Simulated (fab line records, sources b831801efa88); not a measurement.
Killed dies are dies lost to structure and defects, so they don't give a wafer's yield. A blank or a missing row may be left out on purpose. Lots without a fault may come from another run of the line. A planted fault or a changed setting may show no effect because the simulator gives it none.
Which tool did it? | flow sky130 | 11 lots, 33 wafers sampled, at 4 steps of a route of 708

WHAT THE GAUGES READ, wafer by wafer
SKY_SONOS_ONO_CD_MEAS_13: target cd 410 nm.
lot  | measured     | on        | cd_nm (nm)
L154 | day 13 14:28 | cd_sem-01 | 409.0 410.7 409.2
L156 | day 14 05:07 | cd_sem-02 | 412.9 413.1 412.5
L157 | day 14 07:25 | cd_sem-02 | 410.8 409.6 410.7
L159 | day 14 12:19 | cd_sem-02 | 409.7 411.7 409.7
L162 | day 15 19:16 | cd_sem-01 | 412.9 411.2 411.8
L165 | day 16 15:15 | cd_sem-02 | 411.5 413.6 412.2
L167 | day 17 01:19 | cd_sem-01 | 406.0 406.9 407.3
L169 | day 17 21:17 | cd_sem-01 | 410.4 413.1 411.5
L170 | day 18 11:06 | cd_sem-02 | 410.4 410.9 412.3
L175 | day 20 08:01 | cd_sem-02 | 413.3 413.2 411.6
L177 | day 20 15:12 | cd_sem-01 | 413.0 412.3 411.9

SKY_GATE_OXIDE_TW_MEAS_14.
lot  | measured     | on            | GATE_OXIDE_TW
L154 | day 14 18:44 | film_metro-03 | 226.5 226.3 226.6
L156 | day 15 10:20 | film_metro-03 | 227.2 227.8 225.9
L157 | day 15 13:10 | film_metro-03 | 226.5 227.7 227.1
L159 | day 15 17:35 | film_metro-02 | 223.1 223.0 221.7
L162 | day 17 02:53 | film_metro-02 | 225.5 223.2 223.9
L165 | day 17 23:29 | film_metro-03 | 227.7 228.2 226.9
L167 | day 18 10:53 | film_metro-02 | 222.7 222.4 222.6
L169 | day 19 06:26 | film_metro-02 | 223.8 223.2 223.3
L170 | day 19 22:32 | film_metro-03 | 225.2 225.3 224.6
L175 | day 21 18:34 | film_metro-02 | 225.0 225.1 224.9
L177 | day 22 02:04 | film_metro-04 | 226.5 227.0 226.6

SKY_POLY_GATE_THK_MEAS_21.
lot  | measured     | on            | POLY_GATE_OXIDATION_THK (nm)
L154 | day 17 09:17 | film_metro-01 | 4.00 4.09 4.04
L156 | day 18 05:06 | film_metro-01 | 4.07 4.13 4.07
L157 | day 18 06:37 | film_metro-02 | 3.95 3.99 4.03
L159 | day 18 16:27 | film_metro-03 | 4.04 3.96 4.00
L162 | day 19 23:13 | film_metro-01 | 3.98 3.92 3.90
L165 | day 20 20:02 | film_metro-01 | 6.59 6.64 6.60
L167 | day 21 09:04 | film_metro-03 | 6.50 6.66 6.54
L169 | day 22 04:59 | film_metro-03 | 6.52 6.58 6.47
L170 | day 22 19:31 | film_metro-02 | 3.82 3.86 3.81
L175 | day 24 12:44 | film_metro-03 | 3.94 3.97 3.89
L177 | day 24 20:34 | film_metro-02 | 4.03 3.95 3.95

WHICH TOOL RAN EACH LOT (tool, then ch and the chambers of the sampled wafers, then the start)
lot  | SKY_POLY_GATE_OXIDATION_20
L154 | furnace-01 ch 0, day 17 08:01
L156 | furnace-01 ch 0, day 18 03:49
L157 | furnace-01 ch 0, day 18 05:22
L159 | furnace-01 ch 0, day 18 15:12
L162 | furnace-02 ch 0, day 19 21:58
L165 | furnace-01 ch 0, day 20 18:47
L167 | furnace-01 ch 0, day 21 07:49
L169 | furnace-01 ch 0, day 22 03:43
L170 | furnace-02 ch 0, day 22 18:16
L175 | furnace-02 ch 0, day 24 11:29
L177 | furnace-02 ch 0, day 24 19:19
- SKY_POLY_GATE_OXIDATION_20: stabilise 600 s, purge 300 s, target thk 4 nm.

WHAT THE TOOLS THEMSELVES READ (means of the sampled wafers that have a number; where no wafer has one, the mark that the record gives instead)
SKY_POLY_GATE_OXIDATION_20.
lot  | tool       | spike_tc_bottom_C (C) | spike_tc_centre_C (C) | spike_tc_lower_C (C) | spike_tc_top_C (C) | spike_tc_upper_C (C) | tube_center_temp_C (C) | tube_center_temp_C_max | zone_power_lower_pct (%)
L154 | furnace-01 | 871.1                 | 849.1                 | 849.6                | 862.9              | 850.5                | 849.93                 | 852.1                  | 17.7
L156 | furnace-01 | 871.8                 | 849.7                 | 850.4                | 863.4              | 850.5                | 850.01                 | 852.3                  | 17.5
L157 | furnace-01 | 871.8                 | 850.7                 | 850.2                | 863.2              | 849.5                | 850.00                 | 852.0                  | 17.5
L159 | furnace-01 | 873.2                 | 850.0                 | 850.5                | 862.6              | 849.3                | 849.98                 | 852.3                  | 17.7
L162 | furnace-02 | 867.4                 | 853.1                 | 848.9                | 863.0              | 849.2                | 849.97                 | 852.3                  | 16.1
L165 | furnace-01 | 913.0                 | 891.8                 | 891.9                | 903.0              | 890.7                | 891.61                 | 893.8                  | 19.3
L167 | furnace-01 | 912.9                 | 890.7                 | 891.5                | 903.4              | 891.6                | 891.59                 | 893.5                  | 19.4
L169 | furnace-01 | 913.0                 | 891.5                 | 892.1                | 904.2              | 891.4                | 891.61                 | 894.0                  | 19.7
L170 | furnace-02 | 867.1                 | 852.5                 | 849.7                | 863.0              | 849.8                | 849.96                 | 851.9                  | 16.3
L175 | furnace-02 | 867.9                 | 852.9                 | 849.9                | 863.1              | 849.5                | 850.03                 | 852.0                  | 16.3
L177 | furnace-02 | 868.8                 | 854.0                 | 850.6                | 864.3              | 850.3                | 849.93                 | 852.6                  | 16.2

THE ANSWER, worked out from the rows above alone
Rule: what is usual is taken from the lots themselves. Put in order of their means at a reading, lots are off if they are a third of the lots or fewer, leave a main group of 4 or more, and stand apart from it by a gap of 3 or more times the standard deviation of the main group's means; of several such gaps the widest counts. A main group whose means are all the same, to the digits that the tables above print for the reading, isn't used. A lot without any number at a reading at which 4 lots or more have one is off too. The other lots that the step has rows for count as sound. The gauges are gone through in route order, then the tools' own readings, and for those a lot's mean is taken as printed above. The first step at which some lot is off is used, and at that step the reading that is off furthest; a lot without a number counts as furthest.
Off: L165, L167, L169, at SKY_POLY_GATE_THK_MEAS_21 (POLY_GATE_OXIDATION_THK). The main group: mean 3.97 nm, standard deviation 0.074.
A tool fits if, at a process step before that reading, it ran every lot that is off, and no sound lot after the first of them. The gauges at SKY_POLY_GATE_THK_MEAS_21 aren't tried: what is off there is off at SKY_POLY_GATE_OXIDATION_20 too, on other tools, and a gauge's error can't cause that. One fits: furnace-01 at SKY_POLY_GATE_OXIDATION_20. Its last sound lot is L159 (day 18 15:12), its first lot that is off L165 (day 20 18:47): a fault that began between those two fits.
The tool's own readings at SKY_POLY_GATE_OXIDATION_20 bear it out: on the lots that are off they differ by more than 5 times the standard deviation of the sound lots' means. spike_tc_bottom_C reads 913.0 C there against 869.9 C on the sound lots; spike_tc_centre_C reads 891.3 C there against 851.5 C on the sound lots; spike_tc_lower_C reads 891.8 C there against 850.0 C on the sound lots; spike_tc_top_C reads 903.5 C there against 863.2 C on the sound lots; spike_tc_upper_C reads 891.2 C there against 849.8 C on the sound lots; tube_center_temp_C reads 891.60 C there against 849.98 C on the sound lots; tube_center_temp_C_max reads 893.8 there against 852.2 on the sound lots.

WHAT THE SIMULATOR HAD PUT IN
Process parameter drift: furnace-01, from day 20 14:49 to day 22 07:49, at SKY_POLY_GATE_OXIDATION_20. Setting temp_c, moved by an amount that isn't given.
Lots struck among those shown: L165, L167, L169. The rule above found the same.
